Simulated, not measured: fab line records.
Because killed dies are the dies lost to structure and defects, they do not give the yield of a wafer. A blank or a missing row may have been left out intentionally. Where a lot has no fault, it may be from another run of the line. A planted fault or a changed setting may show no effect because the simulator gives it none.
fab line records || flow sky130 || part 2 of 2: steps 25 to 35 of 35
record {"lots": 5, "wafers": 15, "last-day": 50}
route steps=708 shown LDD_HVN@268 LDD_HVP@278 LDD_LDN@289
lots untouched by any fault: they come from a run of this same line in which no faults occurred
start-h: hours from the record's first day to the start of the lot's first wafer shown || wait-h: time in hours since the lot's previous step || " as in the row above || L1.1+2: several wafers, shown together as one row || - no value present, or no start provided || * or withheld: withheld || < > ~ a bound
route shown NAME@n: names a module that has steps shown in the file, with the first one's number in the route || usual: average and standard deviation across the fault-free wafers || same: alike in all rows || chamber/n: place in a boat || sites: the reading at each site || _std_site: the standard deviation of these || _edge_site: the outer-site mean with the inner-site mean subtracted || radius-mm: for every site, how far away it sits from the centre of the wafer || mask NAME#n: copy n || behind: the tool/chamber that last shaped the wafer || hold: why the lot was held/for how many hours/how that ended || device: whichever transistor did not switch (one of n, p or np) || end of line: the tests these same wafers got at the end of their route || where a step has no rows: the recipe by itself || killed: not the wafer's yield, but the dies lost to structure and defects at the first sort || map: shows each die of a wafer: x if killed, . if not, _ if none is there
set.NAME: setting as actually run; set.NAME@STEP: the setting as run at that earlier step || model.NAME: the simulator's own value behind a step, which no gauge read
certain route steps with their lots: each step a table, each wafer a row
services: from which hour (start-h, from the record's first day; less than 0 if before it) a tool's chamber was out of use, for how many hours, and why
## steps
# step SKY_LDD_LDN_SOFTBAKE_03
# recipe {"temp-c": 90, "time-s": 60, "resist": "NOVOLAK"}
# usual {"chill-plate-temp-C": "22.99/0.11", "exhaust-pa": "45.1/0.96"}
{"lot.wafer": "L075.1", "tool": "litho-track-03", "chamber": 0, "start-h": 512.58, "wait-h": 0.1, "chill-plate-temp-C": 23.08, "exhaust-pa": 46.5}
{"lot.wafer": "L075.2", "tool": "litho-track-03", "chamber": 0, "start-h": 512.58, "wait-h": 0.1, "chill-plate-temp-C": 23.01, "exhaust-pa": 46.2}
{"lot.wafer": "L075.3", "tool": "litho-track-03", "chamber": 0, "start-h": 512.58, "wait-h": 0.1, "chill-plate-temp-C": 22.90, "exhaust-pa": 46.1}
{"lot.wafer": "L077.2", "tool": "litho-track-03", "chamber": 0, "start-h": 535.70, "wait-h": 0.1, "chill-plate-temp-C": 22.94, "exhaust-pa": 45.6}
{"lot.wafer": "L077.3", "tool": "litho-track-03", "chamber": 0, "start-h": 535.70, "wait-h": 0.1, "chill-plate-temp-C": 22.90, "exhaust-pa": 46.5}
{"lot.wafer": "L077.4", "tool": "litho-track-03", "chamber": 0, "start-h": 535.70, "wait-h": 0.1, "chill-plate-temp-C": 22.83, "exhaust-pa": 44.9}
{"lot.wafer": "L092.1", "tool": "litho-track-03", "chamber": 0, "start-h": 666.28, "wait-h": 0.1, "chill-plate-temp-C": 22.91, "exhaust-pa": 44.1}
{"lot.wafer": "L092.2", "tool": "litho-track-03", "chamber": 0, "start-h": 666.28, "wait-h": 0.1, "chill-plate-temp-C": 22.95, "exhaust-pa": 44.7}
{"lot.wafer": "L092.6", "tool": "litho-track-03", "chamber": 0, "start-h": 666.28, "wait-h": 0.1, "chill-plate-temp-C": 22.96, "exhaust-pa": 44.2}
{"lot.wafer": "L095.2", "tool": "litho-track-01", "chamber": 0, "start-h": 678.99, "wait-h": 0.1, "chill-plate-temp-C": 23.00, "exhaust-pa": 44.9}
{"lot.wafer": "L095.5", "tool": "litho-track-01", "chamber": 0, "start-h": 678.99, "wait-h": 0.1, "chill-plate-temp-C": 23.02, "exhaust-pa": 45.1}
{"lot.wafer": "L095.6", "tool": "litho-track-01", "chamber": 0, "start-h": 678.99, "wait-h": 0.1, "chill-plate-temp-C": 22.78, "exhaust-pa": 44.8}
{"lot.wafer": "L096.3", "tool": "litho-track-02", "chamber": 0, "start-h": 692.63, "wait-h": 0.1, "chill-plate-temp-C": 23.05, "exhaust-pa": 43.4}
{"lot.wafer": "L096.4", "tool": "litho-track-02", "chamber": 0, "start-h": 692.63, "wait-h": 0.1, "chill-plate-temp-C": 23.24, "exhaust-pa": 43.5}
{"lot.wafer": "L096.6", "tool": "litho-track-02", "chamber": 0, "start-h": 692.63, "wait-h": 0.1, "chill-plate-temp-C": 23.06, "exhaust-pa": 44.3}
# step SKY_LDD_LDN_EXPOSE_04
# recipe {"mask-id": "LDNTM", "na": 0.6, "source-shape": "conventional", "sigma-outer": 0.6, "polarization": "unpolarized", "target-cd-nm": 700, "dose-mj": 140}
# same {"sigma-outer": 0.6}
{"lot.wafer": "L075.1+2+3", "tool": "iline-stepper-02", "chamber": 0, "start-h": "-", "wait-h": "-", "mask": "LDNTM#0"}
{"lot.wafer": "L077.2+3+4", "tool": "iline-stepper-02", "chamber": 0, "start-h": "-", "wait-h": "-", "mask": "LDNTM#0"}
{"lot.wafer": "L092.1+2+6", "tool": "iline-stepper-02", "chamber": 0, "start-h": "-", "wait-h": "-", "mask": "LDNTM#0"}
{"lot.wafer": "L095.2+5+6", "tool": "iline-stepper-02", "chamber": 0, "start-h": "-", "wait-h": "-", "mask": "LDNTM#0"}
{"lot.wafer": "L096.3+4+6", "tool": "iline-stepper-02", "chamber": 0, "start-h": "-", "wait-h": "-", "mask": "LDNTM#0"}
# step SKY_LDD_LDN_PEB_05
# recipe {"temp-c": "withheld", "time-s": "*", "resist": "NOVOLAK"}
# usual {"chill-plate-temp-C": "*", "exhaust-pa": "45.0/0.87"}
{"lot.wafer": "L075.1", "tool": "litho-track-01", "chamber": 0, "start-h": "-", "wait-h": "-", "chill-plate-temp-C": "*", "exhaust-pa": 45.9}
{"lot.wafer": "L075.2", "tool": "litho-track-01", "chamber": 0, "start-h": "-", "wait-h": "-", "chill-plate-temp-C": "*", "exhaust-pa": 45.7}
{"lot.wafer": "L075.3", "tool": "litho-track-01", "chamber": 0, "start-h": "-", "wait-h": "-", "chill-plate-temp-C": "*", "exhaust-pa": 45.3}
{"lot.wafer": "L077.2", "tool": "litho-track-02", "chamber": 0, "start-h": "-", "wait-h": "-", "chill-plate-temp-C": "*", "exhaust-pa": 43.8}
{"lot.wafer": "L077.3", "tool": "litho-track-02", "chamber": 0, "start-h": "-", "wait-h": "-", "chill-plate-temp-C": "*", "exhaust-pa": 44.4}
{"lot.wafer": "L077.4", "tool": "litho-track-02", "chamber": 0, "start-h": "-", "wait-h": "-", "chill-plate-temp-C": "*", "exhaust-pa": 42.6}
{"lot.wafer": "L092.1", "tool": "litho-track-01", "chamber": 0, "start-h": "-", "wait-h": "-", "chill-plate-temp-C": "*", "exhaust-pa": 44.6}
{"lot.wafer": "L092.2", "tool": "litho-track-01", "chamber": 0, "start-h": "-", "wait-h": "-", "chill-plate-temp-C": "*", "exhaust-pa": 45.0}
{"lot.wafer": "L092.6", "tool": "litho-track-01", "chamber": 0, "start-h": "-", "wait-h": "-", "chill-plate-temp-C": "*", "exhaust-pa": 44.7}
{"lot.wafer": "L095.2", "tool": "litho-track-01", "chamber": 0, "start-h": "-", "wait-h": "-", "chill-plate-temp-C": "*", "exhaust-pa": 45.4}
{"lot.wafer": "L095.5", "tool": "litho-track-01", "chamber": 0, "start-h": "-", "wait-h": "-", "chill-plate-temp-C": "*", "exhaust-pa": 45.2}
{"lot.wafer": "L095.6", "tool": "litho-track-01", "chamber": 0, "start-h": "-", "wait-h": "-", "chill-plate-temp-C": "*", "exhaust-pa": 45.1}
{"lot.wafer": "L096.3", "tool": "litho-track-01", "chamber": 0, "start-h": "-", "wait-h": "-", "chill-plate-temp-C": "*", "exhaust-pa": 45.7}
{"lot.wafer": "L096.4", "tool": "litho-track-01", "chamber": 0, "start-h": "-", "wait-h": "-", "chill-plate-temp-C": "*", "exhaust-pa": 44.6}
{"lot.wafer": "L096.6", "tool": "litho-track-01", "chamber": 0, "start-h": "-", "wait-h": "-", "chill-plate-temp-C": "*", "exhaust-pa": 45.1}
# step SKY_LDD_LDN_DEVELOP_06
# recipe {"resist": "NOVOLAK", "developer": "TMAH", "develop-time-s": 60, "dev-temp-c": 23}
# usual {"chill-plate-temp-C": "22.99/0.11", "exhaust-pa": "45.0/0.91"}
{"lot.wafer": "L075.1", "tool": "litho-track-01", "chamber": 0, "start-h": 527.31, "wait-h": 0.1, "chill-plate-temp-C": 23.05, "exhaust-pa": 44.3}
{"lot.wafer": "L075.2", "tool": "litho-track-01", "chamber": 0, "start-h": 527.31, "wait-h": 0.1, "chill-plate-temp-C": 22.82, "exhaust-pa": 43.4}
{"lot.wafer": "L075.3", "tool": "litho-track-01", "chamber": 0, "start-h": 527.31, "wait-h": 0.1, "chill-plate-temp-C": 23.00, "exhaust-pa": 44.7}
{"lot.wafer": "L077.2", "tool": "litho-track-02", "chamber": 0, "start-h": 549.76, "wait-h": 0.1, "chill-plate-temp-C": 22.86, "exhaust-pa": 44.9}
{"lot.wafer": "L077.3", "tool": "litho-track-02", "chamber": 0, "start-h": 549.76, "wait-h": 0.1, "chill-plate-temp-C": 22.90, "exhaust-pa": 45.8}
{"lot.wafer": "L077.4", "tool": "litho-track-02", "chamber": 0, "start-h": 549.76, "wait-h": 0.1, "chill-plate-temp-C": 22.98, "exhaust-pa": 45.1}
{"lot.wafer": "L092.1", "tool": "litho-track-01", "chamber": 0, "start-h": 680.16, "wait-h": 0.1, "chill-plate-temp-C": 22.90, "exhaust-pa": 45.6}
{"lot.wafer": "L092.2", "tool": "litho-track-01", "chamber": 0, "start-h": 680.16, "wait-h": 0.1, "chill-plate-temp-C": 22.89, "exhaust-pa": 45.4}
{"lot.wafer": "L092.6", "tool": "litho-track-01", "chamber": 0, "start-h": 680.16, "wait-h": 0.1, "chill-plate-temp-C": 22.98, "exhaust-pa": 45.0}
{"lot.wafer": "L095.2", "tool": "litho-track-01", "chamber": 0, "start-h": 693.04, "wait-h": 0.1, "chill-plate-temp-C": 22.69, "exhaust-pa": 45.2}
{"lot.wafer": "L095.5", "tool": "litho-track-01", "chamber": 0, "start-h": 693.04, "wait-h": 0.1, "chill-plate-temp-C": 22.79, "exhaust-pa": 44.9}
{"lot.wafer": "L095.6", "tool": "litho-track-01", "chamber": 0, "start-h": 693.04, "wait-h": 0.1, "chill-plate-temp-C": 22.68, "exhaust-pa": 44.6}
{"lot.wafer": "L096.3", "tool": "litho-track-01", "chamber": 0, "start-h": 706.61, "wait-h": 0.1, "chill-plate-temp-C": 22.93, "exhaust-pa": 47.5}
{"lot.wafer": "L096.4", "tool": "litho-track-01", "chamber": 0, "start-h": 706.61, "wait-h": 0.1, "chill-plate-temp-C": 22.80, "exhaust-pa": 47.6}
{"lot.wafer": "L096.6", "tool": "litho-track-01", "chamber": 0, "start-h": 706.61, "wait-h": 0.1, "chill-plate-temp-C": 22.94, "exhaust-pa": 47.2}
# step SKY_LDD_LDN_OVL_MEAS_07
# usual {"LDD_LDN_OVL": "-0.1/1.4"}
{"lot.wafer": "L075.1", "tool": "overlay-02", "chamber": "-", "start-h": 527.46, "wait-h": 0.1, "LDD_LDN_OVL[nm]": 3.0}
{"lot.wafer": "L075.2", "tool": "overlay-02", "chamber": "-", "start-h": 527.46, "wait-h": 0.1, "LDD_LDN_OVL[nm]": 3.6}
{"lot.wafer": "L075.3", "tool": "overlay-02", "chamber": "-", "start-h": 527.46, "wait-h": 0.1, "LDD_LDN_OVL[nm]": 1.2}
{"lot.wafer": "L077.2", "tool": "overlay-01", "chamber": "-", "start-h": 549.89, "wait-h": 0.1, "LDD_LDN_OVL[nm]": -2.6}
{"lot.wafer": "L077.3", "tool": "overlay-01", "chamber": "-", "start-h": 549.89, "wait-h": 0.1, "LDD_LDN_OVL[nm]": -2.6}
{"lot.wafer": "L077.4", "tool": "overlay-01", "chamber": "-", "start-h": 549.89, "wait-h": 0.1, "LDD_LDN_OVL[nm]": -2.6}
{"lot.wafer": "L092.1", "tool": "overlay-02", "chamber": "-", "start-h": 680.31, "wait-h": 0.1, "LDD_LDN_OVL[nm]": 0.4}
{"lot.wafer": "L092.2", "tool": "overlay-02", "chamber": "-", "start-h": 680.31, "wait-h": 0.1, "LDD_LDN_OVL[nm]": 2.1}
{"lot.wafer": "L092.6", "tool": "overlay-02", "chamber": "-", "start-h": 680.31, "wait-h": 0.1, "LDD_LDN_OVL[nm]": 1.2}
{"lot.wafer": "L095.2", "tool": "overlay-02", "chamber": "-", "start-h": 693.17, "wait-h": 0.1, "LDD_LDN_OVL[nm]": -2.1}
{"lot.wafer": "L095.5", "tool": "overlay-02", "chamber": "-", "start-h": 693.17, "wait-h": 0.1, "LDD_LDN_OVL[nm]": 0.5}
{"lot.wafer": "L095.6", "tool": "overlay-02", "chamber": "-", "start-h": 693.17, "wait-h": 0.1, "LDD_LDN_OVL[nm]": -1.1}
{"lot.wafer": "L096.3", "tool": "overlay-02", "chamber": "-", "start-h": 706.72, "wait-h": 0.1, "LDD_LDN_OVL[nm]": 1.5}
{"lot.wafer": "L096.4", "tool": "overlay-02", "chamber": "-", "start-h": 706.72, "wait-h": 0.1, "LDD_LDN_OVL[nm]": 1.1}
{"lot.wafer": "L096.6", "tool": "overlay-02", "chamber": "-", "start-h": 706.72, "wait-h": 0.1, "LDD_LDN_OVL[nm]": -1.8}
# step SKY_LDD_LDN_IMPLANT_08
# recipe {"species": "As", "energy-kev": 15, "dose-cm2": 1.25e+13, "tilt-deg": "withheld", "rotation-deg": 23}
{"lot.wafer": "L075.1+2+3", "tool": "implanter-01", "chamber": 0, "start-h": 527.50, "wait-h": 0.0}
{"lot.wafer": "L077.2+3+4", "tool": "implanter-01", "chamber": 0, "start-h": 549.95, "wait-h": 0.0}
{"lot.wafer": "L092.1+2+6", "tool": "implanter-02", "chamber": 0, "start-h": 680.35, "wait-h": 0.0}
{"lot.wafer": "L095.2+5+6", "tool": "implanter-01", "chamber": 0, "start-h": 693.22, "wait-h": 0.0}
{"lot.wafer": "L096.3+4+6", "tool": "implanter-01", "chamber": 0, "start-h": 706.80, "wait-h": 0.1}
# step SKY_LDD_LDN_IMPLANT_09
# recipe {"species": "As", "energy-kev": 15, "dose-cm2": 1.25e+13, "tilt-deg": "withheld", "rotation-deg": 113}
{"lot.wafer": "L075.1+2+3", "tool": "implanter-01", "chamber": 0, "start-h": 527.65, "wait-h": 0.1}
{"lot.wafer": "L077.2+3+4", "tool": "implanter-01", "chamber": 0, "start-h": 550.10, "wait-h": 0.1}
{"lot.wafer": "L092.1+2+6", "tool": "implanter-02", "chamber": 0, "start-h": 680.50, "wait-h": 0.1}
{"lot.wafer": "L095.2+5+6", "tool": "implanter-01", "chamber": 0, "start-h": 693.37, "wait-h": 0.1}
{"lot.wafer": "L096.3+4+6", "tool": "implanter-01", "chamber": 0, "start-h": 706.95, "wait-h": 0.1}
# step SKY_LDD_LDN_IMPLANT_10
# recipe {"species": "As", "energy-kev": 15, "dose-cm2": 1.266e+13, "tilt-deg": "withheld", "rotation-deg": 203}
{"lot.wafer": "L075.1+2+3", "tool": "implanter-01", "chamber": 0, "start-h": 527.80, "wait-h": 0.1}
{"lot.wafer": "L077.2+3+4", "tool": "implanter-01", "chamber": 0, "start-h": 550.25, "wait-h": 0.1}
{"lot.wafer": "L092.1+2+6", "tool": "implanter-02", "chamber": 0, "start-h": 680.65, "wait-h": 0.1}
{"lot.wafer": "L095.2+5+6", "tool": "implanter-01", "chamber": 0, "start-h": 693.52, "wait-h": 0.1}
{"lot.wafer": "L096.3+4+6", "tool": "implanter-01", "chamber": 0, "start-h": 707.10, "wait-h": 0.1}
# step SKY_LDD_LDN_IMPLANT_11
# recipe {"species": "As", "energy-kev": 15, "dose-cm2": 1.25e+13, "tilt-deg": "withheld", "rotation-deg": 293}
{"lot.wafer": "L075.1+2+3", "tool": "implanter-01", "chamber": 0, "start-h": 527.95, "wait-h": 0.1}
{"lot.wafer": "L077.2+3+4", "tool": "implanter-01", "chamber": 0, "start-h": 550.40, "wait-h": 0.1}
{"lot.wafer": "L092.1+2+6", "tool": "implanter-02", "chamber": 0, "start-h": 680.80, "wait-h": 0.1}
{"lot.wafer": "L095.2+5+6", "tool": "implanter-01", "chamber": 0, "start-h": 693.67, "wait-h": 0.1}
{"lot.wafer": "L096.3+4+6", "tool": "implanter-01", "chamber": 0, "start-h": 707.25, "wait-h": 0.1}
# step SKY_LDD_LDN_STRIP_12
# recipe {"chemistry": "O2/N2", "power-w": 1400, "pressure-mtorr": 1500, "platen-temp-c": "withheld", "o2-flow-sccm": 3000, "n2-flow-sccm": 300, "overash-fraction": 0.5}
# usual {"chamber-pressure-mTorr": "1500/5", "drypump-motor-current-A": "5.9/0.35", "oes-product-au": "0.716/0.0045", "strip-time-to-endpoint-s": "14.20/0.035"}
{"lot.wafer": "L075.1", "tool": "plasma-asher-03", "chamber": 0, "start-h": 528.10, "wait-h": 0.1, "chamber-pressure-mTorr": 1501, "drypump-motor-current-A": 5.7, "oes-product-au": 0.720, "rf-hours-counter-h": 43, "strip-time-to-endpoint-s": 14.20}
{"lot.wafer": "L075.2", "tool": "plasma-asher-03", "chamber": 1, "start-h": 528.10, "wait-h": 0.1, "chamber-pressure-mTorr": 1499, "drypump-motor-current-A": 5.5, "oes-product-au": 0.722, "rf-hours-counter-h": 43, "strip-time-to-endpoint-s": 14.23}
{"lot.wafer": "L075.3", "tool": "plasma-asher-03", "chamber": 0, "start-h": 528.10, "wait-h": 0.1, "chamber-pressure-mTorr": 1501, "drypump-motor-current-A": 5.7, "oes-product-au": 0.715, "rf-hours-counter-h": "-", "strip-time-to-endpoint-s": 14.19}
{"lot.wafer": "L077.2", "tool": "plasma-asher-04", "chamber": 0, "start-h": 550.52, "wait-h": 0.1, "chamber-pressure-mTorr": 1500, "drypump-motor-current-A": 6.5, "oes-product-au": 0.713, "rf-hours-counter-h": 13, "strip-time-to-endpoint-s": 14.21}
{"lot.wafer": "L077.3", "tool": "plasma-asher-04", "chamber": 1, "start-h": 550.52, "wait-h": 0.1, "chamber-pressure-mTorr": 1499, "drypump-motor-current-A": 6.2, "oes-product-au": 0.716, "rf-hours-counter-h": "-", "strip-time-to-endpoint-s": 14.21}
{"lot.wafer": "L077.4", "tool": "plasma-asher-04", "chamber": 0, "start-h": 550.52, "wait-h": 0.1, "chamber-pressure-mTorr": 1498, "drypump-motor-current-A": 6.5, "oes-product-au": 0.707, "rf-hours-counter-h": "-", "strip-time-to-endpoint-s": 14.21}
{"lot.wafer": "L092.1", "tool": "plasma-asher-03", "chamber": 0, "start-h": 680.95, "wait-h": 0.1, "chamber-pressure-mTorr": 1499, "drypump-motor-current-A": 5.7, "oes-product-au": 0.716, "rf-hours-counter-h": 58, "strip-time-to-endpoint-s": 14.21}
{"lot.wafer": "L092.2", "tool": "plasma-asher-03", "chamber": 1, "start-h": 680.95, "wait-h": 0.1, "chamber-pressure-mTorr": 1499, "drypump-motor-current-A": 5.5, "oes-product-au": 0.710, "rf-hours-counter-h": 58, "strip-time-to-endpoint-s": 14.21}
{"lot.wafer": "L092.6", "tool": "plasma-asher-03", "chamber": 1, "start-h": 680.95, "wait-h": 0.1, "chamber-pressure-mTorr": 1502, "drypump-motor-current-A": 5.5, "oes-product-au": 0.712, "rf-hours-counter-h": "-", "strip-time-to-endpoint-s": 14.21}
{"lot.wafer": "L095.2", "tool": "plasma-asher-02", "chamber": 1, "start-h": 693.80, "wait-h": 0.1, "chamber-pressure-mTorr": 1500, "drypump-motor-current-A": 5.8, "oes-product-au": 0.712, "rf-hours-counter-h": 83, "strip-time-to-endpoint-s": 14.18}
{"lot.wafer": "L095.5", "tool": "plasma-asher-02", "chamber": 0, "start-h": 693.80, "wait-h": 0.1, "chamber-pressure-mTorr": 1499, "drypump-motor-current-A": 5.6, "oes-product-au": 0.714, "rf-hours-counter-h": "-", "strip-time-to-endpoint-s": 14.21}
{"lot.wafer": "L095.6", "tool": "plasma-asher-02", "chamber": 1, "start-h": 693.80, "wait-h": 0.1, "chamber-pressure-mTorr": 1500, "drypump-motor-current-A": 5.7, "oes-product-au": 0.709, "rf-hours-counter-h": "-", "strip-time-to-endpoint-s": 14.17}
{"lot.wafer": "L096.3", "tool": "plasma-asher-02", "chamber": 0, "start-h": 707.38, "wait-h": 0.1, "chamber-pressure-mTorr": 1495, "drypump-motor-current-A": 5.6, "oes-product-au": 0.720, "rf-hours-counter-h": "-", "strip-time-to-endpoint-s": 14.23}
{"lot.wafer": "L096.4", "tool": "plasma-asher-02", "chamber": 1, "start-h": 707.38, "wait-h": 0.1, "chamber-pressure-mTorr": 1500, "drypump-motor-current-A": 5.7, "oes-product-au": 0.723, "rf-hours-counter-h": "-", "strip-time-to-endpoint-s": 14.21}
{"lot.wafer": "L096.6", "tool": "plasma-asher-02", "chamber": 0, "start-h": 707.38, "wait-h": 0.1, "chamber-pressure-mTorr": 1500, "drypump-motor-current-A": 5.6, "oes-product-au": 0.718, "rf-hours-counter-h": "-", "strip-time-to-endpoint-s": 14.22}
# step SKY_LDD_LDN_TW_MEAS_13
# usual {"LDD_LDN_TW": "1479/11"}
{"lot.wafer": "L075.1", "tool": "film-metro-02", "chamber": "-", "start-h": 528.20, "wait-h": 0.1, "LDD_LDN_TW": 1473}
{"lot.wafer": "L075.2", "tool": "film-metro-02", "chamber": "-", "start-h": 528.20, "wait-h": 0.1, "LDD_LDN_TW": 1466}
{"lot.wafer": "L075.3", "tool": "film-metro-02", "chamber": "-", "start-h": 528.20, "wait-h": 0.1, "LDD_LDN_TW": 1474}
{"lot.wafer": "L077.2", "tool": "film-metro-01", "chamber": "-", "start-h": 550.63, "wait-h": 0.1, "LDD_LDN_TW": 1474}
{"lot.wafer": "L077.3", "tool": "film-metro-01", "chamber": "-", "start-h": 550.63, "wait-h": 0.1, "LDD_LDN_TW": 1483}
{"lot.wafer": "L077.4", "tool": "film-metro-01", "chamber": "-", "start-h": 550.63, "wait-h": 0.1, "LDD_LDN_TW": 1484}
{"lot.wafer": "L092.1", "tool": "film-metro-04", "chamber": "-", "start-h": 681.05, "wait-h": 0.1, "LDD_LDN_TW": 1480}
{"lot.wafer": "L092.2", "tool": "film-metro-04", "chamber": "-", "start-h": 681.05, "wait-h": 0.1, "LDD_LDN_TW": 1476}
{"lot.wafer": "L092.6", "tool": "film-metro-04", "chamber": "-", "start-h": 681.05, "wait-h": 0.1, "LDD_LDN_TW": 1479}
{"lot.wafer": "L095.2", "tool": "film-metro-04", "chamber": "-", "start-h": 693.91, "wait-h": 0.1, "LDD_LDN_TW": 1480}
{"lot.wafer": "L095.5", "tool": "film-metro-04", "chamber": "-", "start-h": 693.91, "wait-h": 0.1, "LDD_LDN_TW": 1480}
{"lot.wafer": "L095.6", "tool": "film-metro-04", "chamber": "-", "start-h": 693.91, "wait-h": 0.1, "LDD_LDN_TW": 1476}
{"lot.wafer": "L096.3", "tool": "film-metro-02", "chamber": "-", "start-h": 707.47, "wait-h": 0.1, "LDD_LDN_TW": 1466}
{"lot.wafer": "L096.4", "tool": "film-metro-02", "chamber": "-", "start-h": 707.47, "wait-h": 0.1, "LDD_LDN_TW": 1467}
{"lot.wafer": "L096.6", "tool": "film-metro-02", "chamber": "-", "start-h": 707.47, "wait-h": 0.1, "LDD_LDN_TW": 1456}
## services
{"tool": "plasma-asher-01", "chamber": "-", "start-h": 434.31, "hours": 0.7, "kind": "repair"}
{"tool": "implanter-01", "chamber": "-", "start-h": 441.94, "hours": 8.8, "kind": "pm"}
{"tool": "plasma-asher-01", "chamber": "-", "start-h": 468.53, "hours": 15.6, "kind": "pm"}
{"tool": "iline-stepper-01", "chamber": "-", "start-h": 471.50, "hours": 1.7, "kind": "pm"}
{"tool": "iline-stepper-02", "chamber": "-", "start-h": 498.48, "hours": 1.7, "kind": "pm"}
{"tool": "implanter-04", "chamber": "-", "start-h": 508.45, "hours": 1.9, "kind": "repair"}
{"tool": "plasma-asher-02", "chamber": "-", "start-h": 509.61, "hours": 1.2, "kind": "repair"}
{"tool": "implanter-02", "chamber": "-", "start-h": 532.71, "hours": 2.3, "kind": "repair"}
{"tool": "implanter-01", "chamber": "-", "start-h": 532.90, "hours": 6.1, "kind": "repair"}
{"tool": "plasma-asher-01", "chamber": "-", "start-h": 537.11, "hours": 3.8, "kind": "repair"}
{"tool": "implanter-04", "chamber": "-", "start-h": 537.33, "hours": 2.5, "kind": "pm"}
{"tool": "iline-stepper-02", "chamber": 0, "start-h": 547.51, "hours": "-", "kind": "calibration"}
{"tool": "implanter-01", "chamber": "-", "start-h": 561.94, "hours": 1.4, "kind": "repair"}
{"tool": "litho-track-03", "chamber": "-", "start-h": 567.81, "hours": "-", "kind": "consumable-replace:filter"}
{"tool": "implanter-02", "chamber": "-", "start-h": 568.22, "hours": 2.8, "kind": "pm"}
{"tool": "iline-stepper-02", "chamber": "-", "start-h": 576.04, "hours": 8.4, "kind": "repair"}
{"tool": "implanter-04", "chamber": "-", "start-h": 593.93, "hours": 3.0, "kind": "pm"}
{"tool": "iline-stepper-01", "chamber": "-", "start-h": 610.43, "hours": 0.9, "kind": "repair"}
{"tool": "implanter-01", "chamber": "-", "start-h": 627.38, "hours": 16.9, "kind": "repair"}
{"tool": "plasma-asher-01", "chamber": "-", "start-h": 631.24, "hours": 1.1, "kind": "repair"}
{"tool": "implanter-04", "chamber": "-", "start-h": 634.06, "hours": 6.8, "kind": "repair"}
{"tool": "implanter-04", "chamber": "-", "start-h": 651.56, "hours": 127.5, "kind": "pm"}
{"tool": "iline-stepper-01", "chamber": "-", "start-h": 668.93, "hours": 7.1, "kind": "repair"}
{"tool": "iline-stepper-01", "chamber": "-", "start-h": 689.68, "hours": 1.7, "kind": "pm"}
